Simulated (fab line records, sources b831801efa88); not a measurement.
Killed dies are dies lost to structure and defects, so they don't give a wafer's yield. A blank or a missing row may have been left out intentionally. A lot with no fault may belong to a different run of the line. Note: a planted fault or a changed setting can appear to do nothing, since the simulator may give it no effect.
Shared-tool check | flow sfq-line | Lots sampled 15, wafers sampled 54

REASON FOR OPENING
At SFQ_M6_RS_MEAS_938 the reading M6_NB_RS is flagged on 3 of 15 lots. Fault-free wafers read 0.886 ohm/sq, with a standard deviation of 0.0099.
Rule: a lot gets a flag if all its wafers with a number sit over 4 standard deviations from that mean, or if no wafer of it has a number. The rest of the lots are taken to be sound.

lot  | measured     | on            | M6_NB_RS (ohm/sq), wafer by wafer   | flag
L283 | day 74 03:15 | film-metro-03 | 0.894 0.889 0.892                   |
L284 | day 74 20:41 | film-metro-01 | 0.882 0.886 0.888                   |
L285 | day 74 21:47 | film-metro-01 | 0.877 0.882 0.872                   |
L286 | day 75 00:16 | film-metro-01 | 0.872 0.866 0.867                   |
L287 | day 75 04:35 | film-metro-04 | 0.905 0.894 0.899                   |
L293 | day 75 19:12 | film-metro-03 | 0.445 0.447 0.445 0.444 0.448 0.445 | FLAGGED
L294 | day 75 21:39 | film-metro-03 | 0.432 0.437 0.436 0.432 0.436 0.435 | FLAGGED
L297 | day 78 19:02 | film-metro-03 | 0.437 0.436 0.439 0.438 0.436 0.438 | FLAGGED
L298 | day 83 00:40 | film-metro-04 | 0.882 0.882 0.885                   |
L299 | day 83 02:13 | film-metro-01 | 0.881 0.886 0.888                   |
L300 | day 84 06:19 | film-metro-03 | 0.900 0.892 0.900                   |
L302 | day 85 04:53 | film-metro-04 | 0.889 0.893 0.898                   |
L303 | day 85 09:55 | film-metro-04 | 0.900 0.899 0.906                   |
L304 | day 85 13:17 | film-metro-04 | 0.883 0.879 0.883                   |
L305 | day 85 14:40 | film-metro-03 | 0.881 0.881 0.881                   |
The mean of the flagged lots' numbers is 0.439 ohm/sq, -0.447 ohm/sq from the usual (-45 standard deviations).

TOOL THAT RAN EACH LOT
The record holds 2 process steps before the reading, out of a route of 325 steps. Each cell gives the tool, then ch followed by the chambers the sampled wafers passed through, then the start.
lot  | flag    | SFQ_TRILAYER_L0_VIA_ETCH_VIA_ETCH_016 | SFQ_TRILAYER_M6_DEP_SPUTTER_157
L283 |         | rie-diel-02 ch 0,1, day 7 11:50       | pvd-sputter-03, day 74 03:07
L284 |         | rie-diel-03 ch 1,2,3, day 7 17:50     | pvd-sputter-03, day 74 20:35
L285 |         | rie-diel-04 ch 0,1,3, day 8 03:26     | pvd-sputter-04, day 74 21:42
L286 |         | rie-diel-02 ch 0,1, day 8 11:50       | pvd-sputter-05, day 75 00:10
L287 |         | rie-diel-03 ch 1,2,3, day 9 01:17     | pvd-sputter-03, day 75 04:28
L293 | FLAGGED | rie-diel-02 ch 2,3, day 11 11:19      | pvd-sputter-03, day 75 18:51
L294 | FLAGGED | rie-diel-03 ch 2,3, day 11 13:43      | pvd-sputter-04, day 75 21:16
L297 | FLAGGED | rie-diel-03 ch 1,2, day 12 04:14      | pvd-sputter-05, day 78 18:38
L298 |         | rie-diel-03 ch 2,3, day 12 15:02      | pvd-sputter-03, day 83 00:32
L299 |         | rie-diel-02 ch 0,1, day 12 18:38      | pvd-sputter-05, day 83 02:07
L300 |         | rie-diel-03 ch 0,2,3, day 13 06:46    | pvd-sputter-04, day 84 06:12
L302 |         | rie-diel-02 ch 1,2,3, day 14 01:58    | pvd-sputter-04, day 85 04:48
L303 |         | rie-diel-02 ch 0,2,3, day 14 11:34    | pvd-sputter-03, day 85 09:47
L304 |         | rie-diel-02 ch 0,1, day 14 15:10      | pvd-sputter-05, day 85 13:12
L305 |         | rie-diel-02 ch 0,1,2, day 15 03:10    | pvd-sputter-04, day 85 14:35
What the steps here do:
- SFQ_TRILAYER_L0_VIA_ETCH_VIA_ETCH_016: etches SiO2 in CHF3, stops on MoNx KI, target depth 80 nm.
- SFQ_TRILAYER_M6_DEP_SPUTTER_157: material Nb, target thk 200 nm, time 133.3 s.
- SFQ_M6_RS_MEAS_938: measures by four-point-probe.

FLAGGED AGAINST TOTAL, ONE TOOL AT A TIME (gauges that did the reading follow at the end)
step                                  | tool           | lots run | flagged | share of the flagged lots | sound lots run after its first flagged lot
SFQ_TRILAYER_L0_VIA_ETCH_VIA_ETCH_016 | rie-diel-02    | 8        | 1       | some                      | 5 (L299,L302,L303,L304,L305)
SFQ_TRILAYER_L0_VIA_ETCH_VIA_ETCH_016 | rie-diel-03    | 6        | 2       | some                      | 2 (L298,L300)
SFQ_TRILAYER_L0_VIA_ETCH_VIA_ETCH_016 | rie-diel-04    | 1        | 0       | none                      | -
SFQ_TRILAYER_M6_DEP_SPUTTER_157       | pvd-sputter-03 | 6        | 1       | some                      | 2 (L298,L303)
SFQ_TRILAYER_M6_DEP_SPUTTER_157       | pvd-sputter-04 | 5        | 1       | some                      | 3 (L300,L302,L305)
SFQ_TRILAYER_M6_DEP_SPUTTER_157       | pvd-sputter-05 | 4        | 1       | some                      | 2 (L299,L304)
SFQ_M6_RS_MEAS_938                    | film-metro-01  | 4        | 0       | none                      | -
SFQ_M6_RS_MEAS_938                    | film-metro-03  | 6        | 3       | all                       | 2 (L300,L305)
SFQ_M6_RS_MEAS_938                    | film-metro-04  | 5        | 0       | none                      | -

WHAT THE TABLE PERMITS
All flagged lots share 1 row of the table, namely film-metro-03 at SFQ_M6_RS_MEAS_938.
- film-metro-03 at SFQ_M6_RS_MEAS_938 ran 6 lots, 3 of them flagged. Sound lots ran on it after the first flagged one (L300, L305), which a lasting fault on the whole tool wouldn't allow.
No row of the table ran every flagged lot and no sound lot after the first.

WHAT WAS PUT IN BY THE SIMULATOR
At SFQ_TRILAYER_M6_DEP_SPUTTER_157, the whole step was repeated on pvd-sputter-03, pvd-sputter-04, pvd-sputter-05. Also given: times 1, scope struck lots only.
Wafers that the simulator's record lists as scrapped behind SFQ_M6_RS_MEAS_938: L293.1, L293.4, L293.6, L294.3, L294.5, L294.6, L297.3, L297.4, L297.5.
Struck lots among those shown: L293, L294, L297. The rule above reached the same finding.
